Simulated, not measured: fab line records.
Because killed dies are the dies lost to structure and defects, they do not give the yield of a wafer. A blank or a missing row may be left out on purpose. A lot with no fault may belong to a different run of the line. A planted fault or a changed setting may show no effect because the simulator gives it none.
Comparing a struck lot with a sound one -- flow sky130 -- 24 steps out of a route of 708
Sound: wafers L566.1, L566.4, L566.5. Struck: wafers L573.2, L573.4, L573.6. Last of all comes the cause.
For every step that has rows: the tool of each side, followed by ch and its chambers, followed by its first start. Under that, the readings that differ: sound wafers -- struck wafers -- difference of the means -- sigmas: that difference in standard deviations of wafers without a fault.
alike: words and numbers the same on both sides, and readings whose means are apart by under 2 such deviations; not compared: readings that were withheld, readings missing a value for some wafer, numbers with overlapping values and no deviation given by the record, and bounds like >300 which may hide the same value.
A row with sigmas, a row that says differs or no value, or rows on one side alone: a step with any of these is where the two part. Numbers that have no deviation but don't overlap get no sigmas and don't part them. A reading missing from all wafers of one side parts the sides only when that side holds two or more wafers.

first, 5 steps without rows for these wafers: SKY_LDD_HVP_COAT_02 (resist thk 300 nm); SKY_LDD_HVP_SOFTBAKE_03 (time 60 s); SKY_LDD_HVP_EXPOSE_04 (exposes mask HVPTM, target cd 700 nm); SKY_LDD_HVP_PEB_05; SKY_LDD_HVP_DEVELOP_06 (develop time 60 s).
SKY_LDD_HVP_OVL_MEAS_07:
  sound on overlay-02, day 24 11:35; struck on overlay-02, day 26 10:17
  alike: LDD_HVP_OVL
next, for these wafers, 1 step has no rows: SKY_LDD_HVP_IMPLANT_08.
SKY_LDD_HVP_STRIP_09: strips in O2/N2.
  sound on plasmaAsher-02 ch 0,1, day 24 11:46; struck on plasmaAsher-03 ch 0,1, day 26 10:28
  alike: drypumpMotorCurrentA, n2FlowSccm, oesProductAu, stripTimeToEndpointS
  not compared: rfHoursCounterH
SKY_LDD_HVP_TW_MEAS_10:
  sound on filmMetro-04, day 24 11:52; struck on filmMetro-03, day 26 10:35
  alike: LDD_HVP_TW
then, 3 steps without rows for these wafers: SKY_LDD_LDN_DEHYDRATE_00 (time 60 s); SKY_LDD_LDN_HMDS_01 (prime time 60 s); SKY_LDD_LDN_COAT_02 (resist thk 1154 nm).
SKY_LDD_LDN_SOFTBAKE_03: time 60 s.
  sound on lithoTrack-01 ch 0, day 25 01:34; struck on lithoTrack-03 ch 0, day 27 01:04
reading,sound,struck,difference,sigmas
heaterPowerTotalW (W),56.61 56.61 56.61,54.62 54.55 54.53,-2.04,-44
plateTempC (C),90.09 90.06 90.08,87.62 87.68 87.55,-2.46,-22
then, 2 steps without rows for these wafers: SKY_LDD_LDN_EXPOSE_04 (exposes mask LDNTM, target cd 700 nm); SKY_LDD_LDN_PEB_05.
SKY_LDD_LDN_DEVELOP_06: develop time 60 s.
  sound on lithoTrack-01 ch 0, day 25 16:49; struck on lithoTrack-01 ch 0, day 27 16:32
reading,sound,struck,difference,sigmas
model.NOVOLAK_of_LDD_LDN_COAT_02.thkNm (nm),1156 1156 1157,1163 1165 1164,+8,
SKY_LDD_LDN_OVL_MEAS_07:
  sound on overlay-02, day 25 16:58; struck on overlay-01, day 27 16:40
  alike: LDD_LDN_OVL
then, 4 steps without rows for these wafers: SKY_LDD_LDN_IMPLANT_08; SKY_LDD_LDN_IMPLANT_09; SKY_LDD_LDN_IMPLANT_10; SKY_LDD_LDN_IMPLANT_11.
SKY_LDD_LDN_STRIP_12: strips in O2/N2.
  sound on plasmaAsher-03 ch 0,1, day 25 17:35; struck on plasmaAsher-02 ch 0,1, day 27 17:17
reading,sound,struck,difference,sigmas
stripTimeToEndpointS (s),14.32 14.35 14.35,14.42 14.43 14.43,+0.09,+3
  alike: drypumpMotorCurrentA, n2FlowSccm, oesProductAu
  not compared: rfHoursCounterH
SKY_LDD_LDN_TW_MEAS_13:
  sound on filmMetro-04, day 25 17:41; struck on filmMetro-04, day 27 17:24
  alike: LDD_LDN_TW
-- here the record skips 21 days between the struck wafers' starts before and after, leaving off in module LDD_LDN and picking up in module PAD_OPEN (first step shown: number 708 of the route) --
SKY_PAD_OPEN_PROBE_99:
  sound on prober-02, day 47 22:58; struck on prober-01, day 49 00:41
  alike: killed_at_M0_to_M3, killed_at_M4_up, killedAtContacts, killedAtFrontEnd, killedAtOther, killedDies, killedOpen, killedShort

== WHERE THEY PART ==
At SKY_LDD_LDN_SOFTBAKE_03 first; at SKY_LDD_LDN_STRIP_12 last (within this record only). Later steps at which nothing parts them and some readings are alike: SKY_LDD_LDN_TW_MEAS_13, SKY_PAD_OPEN_PROBE_99.

WHY: what the simulator had put in
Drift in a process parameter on lithoTrack-03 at SKY_LDD_LDN_SOFTBAKE_03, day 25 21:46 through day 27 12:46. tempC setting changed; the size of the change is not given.
